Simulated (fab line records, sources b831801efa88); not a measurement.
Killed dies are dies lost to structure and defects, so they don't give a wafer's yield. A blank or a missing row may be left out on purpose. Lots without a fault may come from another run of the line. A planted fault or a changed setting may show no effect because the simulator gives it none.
A struck lot beside a sound one | flow sfq_line | 14 steps out of a route of 325
Sound: wafers L442.2, L442.4, L442.5. Struck: wafer L453.1. (L453.4 of the same lot was not struck and is left out.) The cause comes at the end.
At each step with rows: each side's tool, then ch and its chambers, then its first start. Under that, the readings that differ: sound wafers | struck wafers | difference of the means | sigmas: that difference in standard deviations of wafers without a fault.
alike: readings whose means differ by less than 2 such deviations, and words and numbers that are the same on both sides. not compared: withheld readings, readings that some wafer has no value for, bounds like >300 that may hide the same value, and numbers for which the record gives no deviation and whose values overlap.
The two part at a step that has a row with sigmas, a row that says differs or no value, or rows on one side only. Numbers that don't overlap but have no deviation are shown without sigmas and don't part them. A reading that every wafer of one side lacks parts them only if that side has two wafers or more.

SFQ_INCOMING_BOW_MEAS_900:
  sound on film_metro-01, day 1 10:01; struck on film_metro-03, day 3 17:00
  alike: INCOMING_BOW
then, 1 step without rows for these wafers: SFQ_TRILAYER_INCOMING_OXIDATION_002 (target thk 500 nm, ox time 4939 s).
SFQ_TRILAYER_L0_DEP_SPUTTER_003: material MoNx KI, target thk 40 nm, time 100 s.
  sound on pvd_sputter-03, day 1 12:29; struck on pvd_sputter-06, day 3 19:29
  alike: throttle_valve_pct
SFQ_L0_RS_MEAS_901: measures by four-point-probe.
  sound on film_metro-01, day 1 12:35; struck on film_metro-02, day 3 19:34
  reading                | sound          | struck | difference | sigmas
  L0_MONX_KI_RS (ohm/sq) | 44.1 43.9 44.0 | 42.8   | -1.2       | -3
SFQ_L0_THK_MEAS_902: measures by xrf.
  sound on film_metro-01, day 1 12:41; struck on film_metro-02, day 3 19:41
  reading             | sound          | struck | difference | sigmas
  L0_MONX_KI_THK (nm) | 39.4 39.0 39.5 | 40.3   | +1.0       | +2
then, 6 steps without rows for these wafers: SFQ_TRILAYER_L0_LITHO_COAT_010 (resist thk 62 nm); SFQ_TRILAYER_L0_LITHO_COAT_005 (resist thk 600 nm); SFQ_TRILAYER_L0_LITHO_SOFTBAKE_009; SFQ_TRILAYER_L0_LITHO_EXPOSE_006 (exposes mask L0, target cd 2000 nm); SFQ_TRILAYER_L0_LITHO_PEB_008 (peb time 60 s); SFQ_TRILAYER_L0_LITHO_DEVELOP_007 (time 60 s).
-- the record jumps here: 3 days lie between the struck wafers' starts before and after --
SFQ_TRILAYER_L0_BARC_OPEN_METAL_ETCH_010: etches BARC in O2, target depth 125 nm, time 41.7 s.
  sound on rie_metal-03 ch 0,1, day 4 13:11; struck on rie_metal-04 ch 1, day 6 20:04
  reading                                             | sound             | struck | difference | sigmas
  oes_product_au (a.u.)                               | 0.684 0.684 0.692 | 0.762  | +0.075     | +18
  run_length_s (s)                                    | 69.47 69.51 69.54 | 64.15  | -5.36      | -18
  model.KrF_of_TRILAYER_L0_LITHO_COAT_005.thk_nm (nm) | 517.6 517.7 519   | 529.7  | +11.6      |
  alike: drypump_motor_current_A
  not compared: bias_w, rf_hours_counter_h
SFQ_TRILAYER_L0_ETCH_METAL_ETCH_008: etches MoNx KI in SF6/O2, stops on SiO2, target depth 50 nm, time 25 s.
  sound on rie_metal-03 ch 0,1, day 4 13:15; struck on rie_metal-04 ch 1, day 6 20:07
  reading                                             | sound             | struck | difference | sigmas
  model.KrF_of_TRILAYER_L0_LITHO_COAT_005.thk_nm (nm) | 475.6 476.5 478.2 | 488    | +11        |
  alike: bias_w, drypump_motor_current_A, oes_product_au, run_length_s
  not compared: rf_hours_counter_h
SFQ_TRILAYER_L0_STRIP_STRIP_009: strips in O2.
  sound on rie_metal-03 ch 0,1, day 4 13:18; struck on rie_metal-04 ch 1, day 6 20:10
  alike: drypump_motor_current_A, oes_product_au
  not compared: rf_hours_counter_h

WHERE THEY PART
First at SFQ_L0_RS_MEAS_901; last, within this record, at SFQ_TRILAYER_L0_BARC_OPEN_METAL_ETCH_010. Later steps at which nothing parts them and some readings are alike: SFQ_TRILAYER_L0_ETCH_METAL_ETCH_008, SFQ_TRILAYER_L0_STRIP_STRIP_009.

WHY: what the simulator had put in
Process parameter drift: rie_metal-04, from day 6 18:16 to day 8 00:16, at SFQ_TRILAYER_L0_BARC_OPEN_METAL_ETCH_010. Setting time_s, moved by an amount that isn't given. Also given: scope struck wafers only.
